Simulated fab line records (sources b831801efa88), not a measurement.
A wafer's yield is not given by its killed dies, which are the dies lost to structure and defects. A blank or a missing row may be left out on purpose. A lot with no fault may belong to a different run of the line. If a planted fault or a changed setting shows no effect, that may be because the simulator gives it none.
Which tool is to blame? :: flow gf180mcu :: 6 lots with 18 wafers sampled at 2 steps, on a route of 602 steps

== WHAT THE GAUGES SHOWED, per wafer ==
GF_MVPSD_TW_MEAS_11.
lot: L834
measured: day 5 13:48
on: film_metro-01
MVPSD_TW: 552 551 553

lot: L838
measured: day 6 11:34
on: film_metro-03
MVPSD_TW: 557 560 560

lot: L840
measured: day 7 00:08
on: film_metro-03
MVPSD_TW: 559 560 562

lot: L844
measured: day 7 22:07
on: film_metro-01
MVPSD_TW: 443 441 441

lot: L851
measured: day 9 19:42
on: film_metro-04
MVPSD_TW: 550 546 550

lot: L854
measured: day 10 17:13
on: film_metro-01
MVPSD_TW: 555 551 550

== EACH LOT AND THE TOOL THAT RAN IT (in order: tool; ch and the chambers of the sampled wafers; start) ==
lot: L834
GF_MVPSD_IMPLANT_08: implanter-03 ch 0, day 5 13:25

lot: L838
GF_MVPSD_IMPLANT_08: implanter-03 ch 0, day 6 11:10

lot: L840
GF_MVPSD_IMPLANT_08: implanter-02 ch 0, day 6 23:46

lot: L844
GF_MVPSD_IMPLANT_08: implanter-03 ch 0, day 7 21:44

lot: L851
GF_MVPSD_IMPLANT_08: implanter-02 ch 0, day 9 19:19

lot: L854
GF_MVPSD_IMPLANT_08: implanter-02 ch 0, day 10 16:49
- GF_MVPSD_IMPLANT_08

== THE ANSWER, worked out from the rows above alone ==
Rule: usual is defined by the lots themselves. The widest of any qualifying gaps counts: lots, ordered by their means at a reading, are off when they make up no more than a third of the lots, leave a main group of 4 or more, and stand apart from it by 3 or more times the standard deviation of that group's means. Not used: any main group whose means are identical at the precision the tables above print for the reading. Also off: a lot with no number at a reading for which 4 or more lots have one. Where the step has rows for the other lots, those lots are counted as sound.
Off: L844, seen at GF_MVPSD_TW_MEAS_11 (MVPSD_TW). Main group: mean 554, sd 4.5.
A tool fits if, at a process step before that reading, it ran every lot that is off, and no sound lot after the first of them. The gauges at GF_MVPSD_TW_MEAS_11 are tried like those tools. One fits: implanter-03 at GF_MVPSD_IMPLANT_08. A fault onset in the window from L838 (day 6 11:10, its last sound lot) to L844 (day 7 21:44, its first lot off) fits.

== WHAT HAD BEEN PUT IN BY THE SIMULATOR ==
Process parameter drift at GF_MVPSD_IMPLANT_08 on implanter-03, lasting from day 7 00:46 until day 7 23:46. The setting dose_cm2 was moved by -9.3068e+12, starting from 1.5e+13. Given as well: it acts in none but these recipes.
Struck lots among those shown: L844. The rule given above showed the same thing.
